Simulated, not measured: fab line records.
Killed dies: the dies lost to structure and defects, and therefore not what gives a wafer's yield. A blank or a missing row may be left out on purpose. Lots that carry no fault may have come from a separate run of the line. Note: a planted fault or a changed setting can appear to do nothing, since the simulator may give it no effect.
Which of the tools did it? :: flow sky130 :: 33 wafers from 11 lots sampled at 7 of the route's 708 steps

== WHAT EACH GAUGE READ, for each wafer ==
SKY_VT_ADJUST_HVTR_CD_MEAS_07 targets a cd of 380 nm.
lot: L878
measured: day 9 02:43
on: cd sem-02
cd nm (nm): 382.4 381.3 380.9

lot: L880
measured: day 9 23:56
on: cd sem-01
cd nm (nm): 376.5 378.6 378.6

lot: L885
measured: day 11 07:37
on: cd sem-01
cd nm (nm): 375.7 377.0 377.9

lot: L886
measured: day 11 14:35
on: cd sem-02
cd nm (nm): 381.4 382.0 381.5

lot: L893
measured: day 14 03:31
on: cd sem-02
cd nm (nm): - - -

lot: L894
measured: day 15 01:04
on: cd sem-02
cd nm (nm): - - -

lot: L895
measured: day 15 11:28
on: cd sem-01
cd nm (nm): 378.2 381.5 380.4

lot: L899
measured: day 16 03:55
on: cd sem-01
cd nm (nm): 378.2 378.6 379.7

lot: L898
measured: day 16 05:58
on: cd sem-01
cd nm (nm): 385.0 382.7 381.7

lot: L901
measured: day 16 13:20
on: cd sem-01
cd nm (nm): 376.0 375.6 378.0

lot: L900
measured: day 16 14:35
on: cd sem-01
cd nm (nm): 387.3 386.1 387.1

SKY_VT_ADJUST_HVTR_TW_MEAS_11.
lot: L878
measured: day 9 03:08
on: film metro-01
VT_ADJUST_HVTR_TW: 214.2 213.3 214.2

lot: L880
measured: day 10 00:20
on: film metro-04
VT_ADJUST_HVTR_TW: 207.3 208.2 210.1

lot: L885
measured: day 11 08:00
on: film metro-03
VT_ADJUST_HVTR_TW: 207.4 208.1 208.2

lot: L886
measured: day 11 14:59
on: film metro-03
VT_ADJUST_HVTR_TW: 207.7 208.0 207.5

lot: L893
measured: day 14 03:56
on: film metro-04
VT_ADJUST_HVTR_TW: 208.7 209.7 209.7

lot: L894
measured: day 15 01:29
on: film metro-04
VT_ADJUST_HVTR_TW: 208.3 208.3 208.1

lot: L895
measured: day 15 11:52
on: film metro-04
VT_ADJUST_HVTR_TW: 208.9 209.5 208.1

lot: L899
measured: day 16 04:18
on: film metro-04
VT_ADJUST_HVTR_TW: 208.7 208.1 208.2

lot: L898
measured: day 16 06:21
on: film metro-01
VT_ADJUST_HVTR_TW: 210.4 211.6 211.1

lot: L901
measured: day 16 13:44
on: film metro-01
VT_ADJUST_HVTR_TW: 210.9 211.3 212.0

lot: L900
measured: day 16 14:59
on: film metro-04
VT_ADJUST_HVTR_TW: 208.5 209.6 209.3

SKY_VT_ADJUST_PCH_TW_MEAS_10.
lot: L878
measured: day 10 01:01
on: film metro-04
VT_ADJUST_PCH_TW: 140.8 140.8 141.7

lot: L880
measured: day 10 23:44
on: film metro-02
VT_ADJUST_PCH_TW: 144.3 144.0 144.9

lot: L885
measured: day 12 07:14
on: film metro-03
VT_ADJUST_PCH_TW: 141.2 140.7 141.0

lot: L886
measured: day 12 15:10
on: film metro-04
VT_ADJUST_PCH_TW: 141.1 140.2 140.7

lot: L893
measured: day 15 07:10
on: film metro-02
VT_ADJUST_PCH_TW: 229.0 229.8 228.8

lot: L894
measured: day 16 05:25
on: film metro-03
VT_ADJUST_PCH_TW: 221.4 222.6 221.3

lot: L895
measured: day 16 15:13
on: film metro-04
VT_ADJUST_PCH_TW: 140.9 140.8 141.5

lot: L899
measured: day 17 08:26
on: film metro-03
VT_ADJUST_PCH_TW: 140.9 140.8 141.6

lot: L898
measured: day 17 11:34
on: film metro-04
VT_ADJUST_PCH_TW: 140.3 140.8 140.1

lot: L901
measured: day 17 18:58
on: film metro-04
VT_ADJUST_PCH_TW: 141.4 140.7 141.5

lot: L900
measured: day 17 20:34
on: film metro-03
VT_ADJUST_PCH_TW: 140.8 141.3 141.6

SKY_SONOS_TUNNEL_TW_MEAS_12.
lot: L878
measured: day 11 01:00
on: film metro-02
SONOS_TUNNEL_TW: 201.2 199.8 202.1

lot: L880
measured: day 11 23:30
on: film metro-01
SONOS_TUNNEL_TW: 199.0 199.7 198.2

lot: L885
measured: day 13 08:30
on: film metro-02
SONOS_TUNNEL_TW: 201.3 201.6 200.8

lot: L886
measured: day 13 16:56
on: film metro-01
SONOS_TUNNEL_TW: 198.9 199.6 200.5

lot: L893
measured: day 16 11:01
on: film metro-01
SONOS_TUNNEL_TW: 251.3 249.6 248.6

lot: L894
measured: day 17 10:56
on: film metro-04
SONOS_TUNNEL_TW: 246.8 244.6 246.3

lot: L895
measured: day 17 21:15
on: film metro-04
SONOS_TUNNEL_TW: 195.2 194.1 195.0

lot: L899
measured: day 18 14:08
on: film metro-01
SONOS_TUNNEL_TW: 198.8 198.5 198.4

lot: L898
measured: day 18 17:01
on: film metro-04
SONOS_TUNNEL_TW: 194.5 195.5 194.5

lot: L901
measured: day 19 00:30
on: film metro-01
SONOS_TUNNEL_TW: 197.5 198.9 197.7

lot: L900
measured: day 19 03:23
on: film metro-02
SONOS_TUNNEL_TW: 200.9 199.0 200.2

== WHICH TOOL RAN EACH LOT (tool, then ch and the chambers of the sampled wafers, then the start) ==
lot: L878
SKY_NWELL_STRIP_25: plasma asher-04 ch 0,1, day 5 04:04
SKY_VT_ADJUST_LVTN_STRIP_20: plasma asher-04 ch 0,1, day 7 09:33
SKY_VT_ADJUST_HVTR_COAT_02: litho track-03 ch 0, day 8 15:25

lot: L880
SKY_NWELL_STRIP_25: plasma asher-03 ch 1, day 5 20:36
SKY_VT_ADJUST_LVTN_STRIP_20: plasma asher-04 ch 0, day 8 05:48
SKY_VT_ADJUST_HVTR_COAT_02: litho track-02 ch 0, day 9 12:31

lot: L885
SKY_NWELL_STRIP_25: plasma asher-04 ch 0,1, day 6 21:10
SKY_VT_ADJUST_LVTN_STRIP_20: plasma asher-02 ch 0,1, day 9 09:30
SKY_VT_ADJUST_HVTR_COAT_02: litho track-02 ch 0, day 10 19:53

lot: L886
SKY_NWELL_STRIP_25: plasma asher-02 ch 0,1, day 7 01:34
SKY_VT_ADJUST_LVTN_STRIP_20: plasma asher-01 ch 0,1, day 9 15:45
SKY_VT_ADJUST_HVTR_COAT_02: litho track-02 ch 0, day 11 03:11

lot: L893
SKY_NWELL_STRIP_25: plasma asher-02 ch 0,1, day 9 03:00
SKY_VT_ADJUST_LVTN_STRIP_20: plasma asher-01 ch 0,1, day 12 01:30
SKY_VT_ADJUST_HVTR_COAT_02: litho track-02, day 13 14:26

lot: L894
SKY_NWELL_STRIP_25: plasma asher-02 ch 0,1, day 9 20:34
SKY_VT_ADJUST_LVTN_STRIP_20: plasma asher-02 ch 0,1, day 12 21:01
SKY_VT_ADJUST_HVTR_COAT_02: litho track-02, day 14 11:08

lot: L895
SKY_NWELL_STRIP_25: plasma asher-04 ch 0, day 10 05:49
SKY_VT_ADJUST_LVTN_STRIP_20: plasma asher-04 ch 0,1, day 13 07:10
SKY_VT_ADJUST_HVTR_COAT_02: litho track-03 ch 0, day 14 22:04

lot: L899
SKY_NWELL_STRIP_25: plasma asher-02 ch 0,1, day 10 20:05
SKY_VT_ADJUST_LVTN_STRIP_20: plasma asher-02 ch 0,1, day 13 21:53
SKY_VT_ADJUST_HVTR_COAT_02: litho track-01 ch 0, day 15 13:25

lot: L898
SKY_NWELL_STRIP_25: plasma asher-04 ch 0,1, day 10 20:24
SKY_VT_ADJUST_LVTN_STRIP_20: plasma asher-02 ch 0,1, day 13 23:12
SKY_VT_ADJUST_HVTR_COAT_02: litho track-03 ch 0, day 15 15:48

lot: L901
SKY_NWELL_STRIP_25: plasma asher-04 ch 0,1, day 11 05:01
SKY_VT_ADJUST_LVTN_STRIP_20: plasma asher-01 ch 0, day 14 07:17
SKY_VT_ADJUST_HVTR_COAT_02: litho track-02 ch 0, day 15 23:14

lot: L900
SKY_NWELL_STRIP_25: plasma asher-02 ch 0,1, day 11 05:36
SKY_VT_ADJUST_LVTN_STRIP_20: plasma asher-04 ch 0,1, day 14 08:55
SKY_VT_ADJUST_HVTR_COAT_02: litho track-02 ch 0, day 16 00:38
- SKY_NWELL_STRIP_25: strips in O2/N2.
- SKY_VT_ADJUST_LVTN_STRIP_20: strips in O2/N2.
- SKY_VT_ADJUST_HVTR_COAT_02: resist thk 1140 nm.

== AS READ BY THE TOOLS THEMSELVES (means over the sampled wafers that have a number; for cases with no such wafer, the mark the record gives instead) ==
SKY_NWELL_STRIP_25.
lot: L878
tool: plasma asher-04
drypump motor current A (A): 5.36
oes product au (a.u.): 0.723
strip time to endpoint s (s): 36.99

lot: L880
tool: plasma asher-03
drypump motor current A (A): 5.78
oes product au (a.u.): 0.719
strip time to endpoint s (s): 37.11

lot: L885
tool: plasma asher-04
drypump motor current A (A): 5.48
oes product au (a.u.): 0.723
strip time to endpoint s (s): 36.86

lot: L886
tool: plasma asher-02
drypump motor current A (A): 6.02
oes product au (a.u.): 0.722
strip time to endpoint s (s): 36.93

lot: L893
tool: plasma asher-02
drypump motor current A (A): 6.01
oes product au (a.u.): 0.723
strip time to endpoint s (s): 37.00

lot: L894
tool: plasma asher-02
drypump motor current A (A): 6.01
oes product au (a.u.): 0.720
strip time to endpoint s (s): 37.04

lot: L895
tool: plasma asher-04
drypump motor current A (A): 5.53
oes product au (a.u.): 0.727
strip time to endpoint s (s): 36.93

lot: L899
tool: plasma asher-02
drypump motor current A (A): 6.01
oes product au (a.u.): 0.724
strip time to endpoint s (s): 37.05

lot: L898
tool: plasma asher-04
drypump motor current A (A): 5.47
oes product au (a.u.): 0.725
strip time to endpoint s (s): 36.90

lot: L901
tool: plasma asher-04
drypump motor current A (A): 5.45
oes product au (a.u.): 0.724
strip time to endpoint s (s): 37.02

lot: L900
tool: plasma asher-02
drypump motor current A (A): 6.02
oes product au (a.u.): 0.725
strip time to endpoint s (s): 37.09

SKY_VT_ADJUST_LVTN_STRIP_20.
lot: L878
tool: plasma asher-04
drypump motor current A (A): 5.4
oes product au (a.u.): 0.717
strip time to endpoint s (s): 14.11

lot: L880
tool: plasma asher-04
drypump motor current A (A): 5.6
oes product au (a.u.): 0.716
strip time to endpoint s (s): 14.13

lot: L885
tool: plasma asher-02
drypump motor current A (A): 6.0
oes product au (a.u.): 0.718
strip time to endpoint s (s): 14.17

lot: L886
tool: plasma asher-01
drypump motor current A (A): 5.3
oes product au (a.u.): 0.712
strip time to endpoint s (s): 14.22

lot: L893
tool: plasma asher-01
drypump motor current A (A): 5.4
oes product au (a.u.): 0.723
strip time to endpoint s (s): 14.24

lot: L894
tool: plasma asher-02
drypump motor current A (A): 6.0
oes product au (a.u.): 0.715
strip time to endpoint s (s): 14.24

lot: L895
tool: plasma asher-04
drypump motor current A (A): 5.4
oes product au (a.u.): 0.712
strip time to endpoint s (s): 14.20

lot: L899
tool: plasma asher-02
drypump motor current A (A): 6.0
oes product au (a.u.): 0.718
strip time to endpoint s (s): 14.18

lot: L898
tool: plasma asher-02
drypump motor current A (A): 6.0
oes product au (a.u.): 0.716
strip time to endpoint s (s): 14.24

lot: L901
tool: plasma asher-01
drypump motor current A (A): 5.6
oes product au (a.u.): 0.718
strip time to endpoint s (s): 14.14

lot: L900
tool: plasma asher-04
drypump motor current A (A): 5.4
oes product au (a.u.): 0.714
strip time to endpoint s (s): 14.16

SKY_VT_ADJUST_HVTR_COAT_02.
lot: L878
tool: litho track-03
chill plate temp C (C): 23.11
dispense pressure kPa (kPa): 49.4
spin speed rpm (rpm): 2997.9

lot: L880
tool: litho track-02
chill plate temp C (C): 22.98
dispense pressure kPa (kPa): 49.2
spin speed rpm (rpm): 2998.7

lot: L885
tool: litho track-02
chill plate temp C (C): 23.00
dispense pressure kPa (kPa): 49.2
spin speed rpm (rpm): 2999.6

lot: L886
tool: litho track-02
chill plate temp C (C): 23.12
dispense pressure kPa (kPa): 49.2
spin speed rpm (rpm): 2999.6

lot: L893
tool: litho track-02
chill plate temp C (C): -
dispense pressure kPa (kPa): -
spin speed rpm (rpm): -

lot: L894
tool: litho track-02
chill plate temp C (C): -
dispense pressure kPa (kPa): -
spin speed rpm (rpm): -

lot: L895
tool: litho track-03
chill plate temp C (C): 22.88
dispense pressure kPa (kPa): 49.5
spin speed rpm (rpm): 3002.1

lot: L899
tool: litho track-01
chill plate temp C (C): 22.93
dispense pressure kPa (kPa): 47.0
spin speed rpm (rpm): 3000.9

lot: L898
tool: litho track-03
chill plate temp C (C): 22.82
dispense pressure kPa (kPa): 49.5
spin speed rpm (rpm): 3000.4

lot: L901
tool: litho track-02
chill plate temp C (C): 23.00
dispense pressure kPa (kPa): 49.3
spin speed rpm (rpm): 2998.8

lot: L900
tool: litho track-02
chill plate temp C (C): 23.02
dispense pressure kPa (kPa): 49.3
spin speed rpm (rpm): 2998.1

== THE ANSWER, worked out from the rows above alone ==
Rule: usual is defined by the lots themselves. The widest of any qualifying gaps counts: lots, ordered by their means at a reading, are off when they make up no more than a third of the lots, leave a main group of 4 or more, and stand apart from it by 3 or more times the standard deviation of that group's means. If all means in a main group match to the digits the tables above print for the reading, that group is not used. Also off: a lot with no number at a reading for which 4 or more lots have one. Any other lot the step has rows for is counted as sound. After the gauges, taken in route order, come the tools' own readings; for these a lot's mean is taken, as printed above. At the first step where some lot is off, the reading lying furthest off is the one used; lots without a number count as furthest.
Off: L893, L894 (SKY_VT_ADJUST_HVTR_CD_MEAS_07, cd nm). Without a number there: L893, L894. The main group has a mean of 380.4 nm with a standard deviation of 3.1.
If a tool, at a process step before that reading, ran all the lots that are off and no sound lot after the first of them, it fits. The gauges at SKY_VT_ADJUST_HVTR_CD_MEAS_07 aren't tried: what is off there is off at SKY_VT_ADJUST_PCH_TW_MEAS_10 too, on other tools, and a gauge's error can't cause that. Of those tried, none fits.

== WHAT THE SIMULATOR HAD INSERTED ==
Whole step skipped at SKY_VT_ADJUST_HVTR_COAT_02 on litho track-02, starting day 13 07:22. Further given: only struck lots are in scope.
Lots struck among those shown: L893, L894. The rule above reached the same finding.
